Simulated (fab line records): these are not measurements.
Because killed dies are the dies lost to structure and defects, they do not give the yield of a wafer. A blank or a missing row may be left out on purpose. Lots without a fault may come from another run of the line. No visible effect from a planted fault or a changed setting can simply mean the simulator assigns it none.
Matching of chambers -- flow gf180mcu -- GF_V2_CMP_26 on cmp-01 has 4 sister chambers
The step polishes, stops on SiO2, t overpolish 15 s, target thk 0 nm. 51 wafers are shown with their chamber, then 12 later ones without.

== WAFERS PAIRED WITH THEIR CHAMBERS ==
wafer,chamber,motor current A (A),time to endpoint s (s),overpolish run s (s)
L074.1,3,12.1,83.7,15.024
L074.2,1,10.7,82.3,14.988
L074.3,2,10.7,86.2,15.019
L074.4,0,10.1,86.1,14.996
L074.5,2,9.7,86.5,14.996
L074.6,1,11.0,85.1,15.014
L075.3,3,11.6,86.0,14.998
L075.5,0,10.4,88.0,14.994
L075.6,3,12.7,80.4,15.002
L076.2,3,12.3,82.2,14.990
L076.3,1,10.6,81.1,15.005
L076.5,0,10.0,87.3,15.001
L077.3,1,11.1,84.5,15.007
L077.4,3,12.5,83.2,15.014
L077.5,3,11.6,82.4,14.990
L078.1,2,10.4,83.6,15.019
L078.3,0,10.3,86.5,14.978
L078.6,0,10.3,84.7,15.015
L080.1,2,10.1,79.3,15.011
L080.2,3,11.5,81.6,15.002
L080.3,1,10.9,81.0,14.991
L081.1,2,10.0,80.4,14.985
L081.4,3,11.9,77.6,14.977
L081.6,3,11.8,81.7,15.010
L083.1,2,10.0,81.9,15.006
L083.5,2,10.4,82.5,15.001
L083.6,1,10.7,82.2,14.997
L082.2,1,10.6,82.5,15.004
L082.5,3,11.4,85.1,15.008
L082.6,2,9.9,79.1,14.998
L084.1,1,10.9,80.3,15.005
L084.5,1,10.7,78.8,14.997
L084.6,0,10.3,79.3,14.994
L085.1,0,10.6,79.5,15.008
L085.2,1,10.9,78.6,14.997
L085.4,2,10.1,80.7,15.005
L086.3,0,9.6,84.8,14.999
L086.5,1,10.5,84.3,14.995
L086.6,2,10.1,83.0,15.011
L087.1,0,10.4,83.0,14.990
L087.3,3,12.1,78.9,15.004
L087.4,2,9.8,79.3,15.011
L089.2,2,9.7,81.2,14.994
L089.3,0,10.2,82.0,14.998
L089.5,0,10.2,82.2,15.002
L090.2,0,9.8,80.0,14.998
L090.3,1,10.8,79.8,14.993
L090.5,0,10.1,81.0,15.002
L091.2,0,10.2,85.3,15.007
L091.4,2,10.1,84.9,15.001
L091.5,2,10.1,84.0,14.995

SIGNATURES (means of the wafers above)
reading,chamber 0,chamber 1,chamber 2,chamber 3,scatter within a chamber
motor current A,10.179,10.783,10.079,11.955,0.292
time to endpoint s,83.550,81.708,82.329,82.073,2.56
overpolish run s,14.99871,14.99942,15.00371,15.00173,0.00985
Rule: distance of a wafer from a chamber = root of the sum over the readings of ((wafer's reading minus chamber's mean) / reading's scatter) squared. The wafer belongs to the nearest chamber; if the next one is less than 2 further off, it can't be placed. The scatter is the square root of a quotient: the sum, over the shown wafers, of each reading's squared deviation from its chamber's mean, divided by wafers minus chambers.

== WAFERS MISSING THEIR CHAMBER ==
wafer,motor current A (A),time to endpoint s (s),overpolish run s (s)
L092.2,10.9,82.4,15.005
L092.3,10.4,83.7,15.000
L092.6,10.4,83.4,15.004
L095.1,11.6,81.8,15.008
L095.4,10.6,85.5,15.000
L095.6,10.3,83.5,15.013
L096.2,11.9,82.1,15.007
L096.4,10.0,85.1,14.990
L096.5,11.5,84.3,15.016
L097.2,11.5,85.9,14.995
L097.4,10.3,88.6,15.008
L097.5,12.0,86.6,15.006

== EACH ONE'S CHAMBER ==
wafer,from the rows above,in truth
L092.2,can't be placed: 1 or 0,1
L092.3,can't be placed: 0 or 2 or 1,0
L092.6,can't be placed: 0 or 2 or 1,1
L095.1,can't be placed: 3 or 1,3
L095.4,can't be placed: 1 or 0 or 2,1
L095.6,can't be placed: 2 or 0 or 1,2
L096.2,3,3
L096.4,can't be placed: 0 or 2 or 1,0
L096.5,can't be placed: 3 or 1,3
L097.2,can't be placed: 3 or 1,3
L097.4,can't be placed: 0 or 2 or 1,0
L097.5,3,3
2 of 12 placed correctly. Cannot be placed on the basis of these rows: 10; the candidates contain the true chamber in 10. Wrongly placed: 0.
